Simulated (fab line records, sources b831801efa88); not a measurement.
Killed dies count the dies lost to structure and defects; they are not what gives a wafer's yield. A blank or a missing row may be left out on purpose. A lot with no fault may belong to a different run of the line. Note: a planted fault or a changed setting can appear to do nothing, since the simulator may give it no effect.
Struck lot and sound lot, side by side || flow sky130 || 15 out of 708 route steps
Sound: wafers L190.1, L190.3, L190.6. Struck: wafer L205.5 (left out: L205.2, L205.6 of the same lot, which were not struck); the cause appears at the end.
Each step with rows lists, per side, the tool, then ch with its chambers, then its first start. Under that, the readings that differ: sound wafers || struck wafers || difference of the means || sigmas: that difference in standard deviations of wafers without a fault.
alike: words and numbers the same on both sides, and readings whose means are apart by under 2 such deviations; not compared: readings that were withheld, readings missing a value for some wafer, numbers with overlapping values and no deviation given by the record, and bounds like >300 which may hide the same value.
Wherever a step has rows on one side only, a row that says differs or no value, or a row with sigmas, the two part there. When numbers do not overlap yet have no deviation, they are printed without sigmas and do not part them. A reading that every wafer of one side lacks parts them only if that side has two wafers or more.

SKY_SPACER_ETCHBACK_02: etches Si3N4 in CH3F/O2, stops on SiO2, time 46.7 s, target depth 45 nm.
  sound on rie-diel-01 ch 1,3, day 23 13:40; struck on rie-diel-04 ch 2, day 29 13:25
  alike: bias-w, ch3f-flow-sccm, drypump-motor-current-A, oes-product-au, throttle-valve-pct
  not compared: rf-hours-counter-h
then, 8 steps without rows for these wafers: SKY_POLY_CUT_DEHYDRATE_00 (time 60 s); SKY_POLY_CUT_HMDS_01 (prime time 60 s); SKY_POLY_CUT_COAT_02 (resist thk 60 nm); SKY_POLY_CUT_COAT_03 (resist thk 450 nm); SKY_POLY_CUT_SOFTBAKE_04 (time 90 s); SKY_POLY_CUT_EXPOSE_05 (exposes mask NPCM, target cd 270 nm); SKY_POLY_CUT_PEB_06; SKY_POLY_CUT_DEVELOP_07 (develop time 60 s).
SKY_POLY_CUT_CD_MEAS_08: target cd 270 nm.
  struck on cd-sem-01, day 30 18:02; sound on cd-sem-01, day 24 19:41
  alike: cd-nm
SKY_POLY_CUT_OVL_MEAS_09:
  struck on overlay-01, day 30 18:08; sound on overlay-01, day 24 19:48
  alike: POLY_CUT_OVL
SKY_POLY_CUT_ETCH_10: etches BARC in N2/H2, stops on SiO2, time 45.9 s, target depth 60 nm.
  sound on rie-diel-01 ch 1, day 24 19:50; struck on rie-diel-03 ch 3, day 30 18:10
{"reading": "oes-product-au (a.u.)", "sound": "0.864 0.860 0.852", "struck": 0.846, "difference": -0.013, "sigmas": -3}
  alike: bias-w, drypump-motor-current-A, throttle-valve-pct
  not compared: rf-hours-counter-h
SKY_POLY_CUT_ETCH_11: etches Si3N4 in CF4/CH2F2/Ar, stops on poly-Si, time 42.5 s, target depth 60 nm.
  sound on rie-diel-01 ch 1, day 24 19:54; struck on rie-diel-03 ch 3, day 30 18:13
{"reading": "throttle-valve-pct (%)", "sound": "15.010 14.993 15.011", "struck": 14.981, "difference": -0.024, "sigmas": -3}
{"reading": "model.poly-Si_of_POLY_GATE_CVD_00.thk-nm (nm)", "sound": "178.2 178.3 178.8", "struck": 172.5, "difference": -5.9, "sigmas": ""}
{"reading": "model.POLY_CUT.feature-depth-nm (nm)", "sound": "61.97 62.11 62.2", "struck": 65.7, "difference": "+3.6", "sigmas": ""}
  alike: bias-w, drypump-motor-current-A, oes-product-au
  not compared: rf-hours-counter-h
SKY_POLY_CUT_STRIP_12: strips in O2/N2.
  sound on plasma-asher-02 ch 0,1, day 24 19:58; struck on plasma-asher-02 ch 1, day 30 18:15
{"reading": "strip-time-to-endpoint-s (s)", "sound": "5.320 5.354 5.328", "struck": 5.380, "difference": "+0.046", "sigmas": "+3"}
  alike: drypump-motor-current-A, oes-product-au
  not compared: rf-hours-counter-h
-- record jumps: 19 days separate the struck wafers' starts on either side; left off in module POLY_CUT, taken up again in module PAD_OPEN, whose first shown step is the route's number 708 --
SKY_PAD_OPEN_PROBE_99:
  struck on prober-02, day 50 00:50; sound on prober-02, day 46 00:40
  alike: killed_at_M0_to_M3, killed_at_M4_up, killed-at-contacts, killed-at-front-end, killed-at-other, killed-dies, killed-open, killed-short

## WHERE THEY PART
First at SKY_POLY_CUT_ETCH_10; last, within this record, at SKY_POLY_CUT_STRIP_12. Later steps at which nothing parts them and some readings are alike: SKY_PAD_OPEN_PROBE_99.

WHY: whatever the simulator had introduced
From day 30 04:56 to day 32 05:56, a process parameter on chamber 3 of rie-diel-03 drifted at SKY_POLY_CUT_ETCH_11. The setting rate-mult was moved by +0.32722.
